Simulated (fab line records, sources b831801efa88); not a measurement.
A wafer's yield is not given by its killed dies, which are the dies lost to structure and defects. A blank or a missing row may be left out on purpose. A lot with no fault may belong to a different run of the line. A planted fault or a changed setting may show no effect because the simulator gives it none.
Chamber matching / flow sky130 / SKY_LI_CONTACT_CMP_02 on cmp-01 has 4 sister chambers
The step polishes PSG. 8 wafers are shown with their chamber, then 7 later ones without.

== WAFERS PAIRED WITH THEIR CHAMBERS ==
wafer=L253.2; chamber=2; motorCurrentA (A)=16.1; timeToEndpointS (s)=31.3
wafer=L253.3; chamber=3; motorCurrentA (A)=10.3; timeToEndpointS (s)=33.2
wafer=L253.4; chamber=0; motorCurrentA (A)=11.9; timeToEndpointS (s)=30.4
wafer=L254.3; chamber=2; motorCurrentA (A)=15.5; timeToEndpointS (s)=30.4
wafer=L254.4; chamber=1; motorCurrentA (A)=12.2; timeToEndpointS (s)=32.1
wafer=L254.6; chamber=1; motorCurrentA (A)=13.6; timeToEndpointS (s)=33.8
wafer=L261.1; chamber=3; motorCurrentA (A)=9.1; timeToEndpointS (s)=33.2
wafer=L261.4; chamber=0; motorCurrentA (A)=12.3; timeToEndpointS (s)=32.4

== WAFERS WITHOUT THEIR CHAMBER ==
wafer=L261.6; motorCurrentA (A)=16.5; timeToEndpointS (s)=30.2
wafer=L265.4; motorCurrentA (A)=11.8; timeToEndpointS (s)=33.9
wafer=L265.5; motorCurrentA (A)=9.4; timeToEndpointS (s)=35.9
wafer=L265.6; motorCurrentA (A)=11.7; timeToEndpointS (s)=37.7
wafer=L267.2; motorCurrentA (A)=9.6; timeToEndpointS (s)=34.2
wafer=L267.4; motorCurrentA (A)=16.4; timeToEndpointS (s)=28.1
wafer=L267.5; motorCurrentA (A)=9.8; timeToEndpointS (s)=32.3

== WHICH CHAMBER EACH WENT THROUGH ==
wafer=L261.6; from the rows above=2; in truth=2
wafer=L265.4; from the rows above=can't be placed: 1 or 0 or 3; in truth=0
wafer=L265.5; from the rows above=3; in truth=3
wafer=L265.6; from the rows above=can't be placed: 1 or 3 or 0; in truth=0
wafer=L267.2; from the rows above=3; in truth=3
wafer=L267.4; from the rows above=2; in truth=2
wafer=L267.5; from the rows above=3; in truth=3
Correctly placed: 5 of 7. Can't be placed from these rows: 2 (the true chamber is among the candidates in 2). Placed wrongly: 0.
How it was worked out, from the rows above alone: a wafer's distance from a chamber is the root of the sum, over the readings, of the square of ((its reading less the chamber's mean) divided by the reading's scatter). The wafer belongs to the nearest chamber; if the next one is less than 2 further off, it can't be placed. The mean given for a chamber averages the wafers shown for that chamber. How the scatter is found: for the shown wafers, subtract from each reading the mean of its chamber, square and add these, divide the total by (wafers less chambers), then take the root.
